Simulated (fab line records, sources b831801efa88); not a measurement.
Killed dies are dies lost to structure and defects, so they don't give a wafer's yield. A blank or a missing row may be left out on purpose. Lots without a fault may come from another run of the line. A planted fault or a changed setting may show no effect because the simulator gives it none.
One fault seen from 2 desks | flow sky130 | each desk has only its own numbers; what lay behind them comes last

THE TOOL OWNER'S DESK: litho_track-01
The tool's own readings at SKY_DNWELL_DEVELOP_06 (develop time 60 s): means of the sampled wafers that have a number, for each lot that ran on this tool. A lot is out of limits, marked OUT, if its mean lies more than 4 standard deviations from the usual mean; the brackets give that distance.
Columns: A = developer_temp_C at SKY_DNWELL_DEVELOP_06, usual 23.00 C
lot  | first seen here | A
L301 | day 3 13:00     | 22.90
L308 | day 4 21:00     | 22.89
L310 | day 5 10:00     | 23.11
L312 | day 5 20:00     | 22.95
This desk's finding: nothing out of limits on any of the 4 lots.

THE METROLOGY DESK
What the gauges read, lot by lot, whatever tool the lot ran on: means of the sampled wafers that have a number. A lot is out of limits, marked OUT, if its mean lies more than 4 standard deviations from the usual mean; the brackets give that distance.
Columns: A = NWELL_OXIDATION_THK at SKY_NWELL_THK_MEAS_02, usual 9.99 nm; B = DNWELL_TW at SKY_DNWELL_TW_MEAS_09, usual 1111; C = PWDE_OVL at SKY_PWDE_OVL_MEAS_07, usual 1.3 nm; D = PWDE_TW at SKY_PWDE_TW_MEAS_10, usual 371.5; E = NWELL_00_OVL at SKY_NWELL_OVL_MEAS_10, usual 0.6 nm; F = NWELL_TW at SKY_NWELL_TW_MEAS_15, usual 1818
lot  | first seen here | A     | B    | C   | D     | E    | F
L300 | day 2 23:13     | 10.13 | 1111 | 1.1 | 371.6 | -0.8 | 1811
L301 | day 2 23:13     | 9.95  | 1107 | 2.5 | 370.0 | -0.4 | 1815
L308 | day 4 05:28     | 10.25 | 1106 | 0.1 | 372.0 | -0.4 | 1828
L310 | day 4 16:54     | 9.66  | 1096 | 1.6 | 372.0 | 1.7  | 1813
L312 | day 5 02:18     | 9.82  | 1108 | 0.0 | 372.0 | 1.4  | 1802
L316 | day 5 23:16     | 10.22 | 1118 | 0.7 | 371.1 | 0.6  | 1836
L323 | day 7 09:17     | 10.40 | 1121 | 1.5 | 374.8 | 2.4  | 1816
This desk's finding: nothing out of limits on any of the 7 lots.

PUT TOGETHER
The tool owner's desk saw nothing out of limits.
The metrology desk saw nothing out of limits.

WHAT THE SIMULATOR HAD PUT IN
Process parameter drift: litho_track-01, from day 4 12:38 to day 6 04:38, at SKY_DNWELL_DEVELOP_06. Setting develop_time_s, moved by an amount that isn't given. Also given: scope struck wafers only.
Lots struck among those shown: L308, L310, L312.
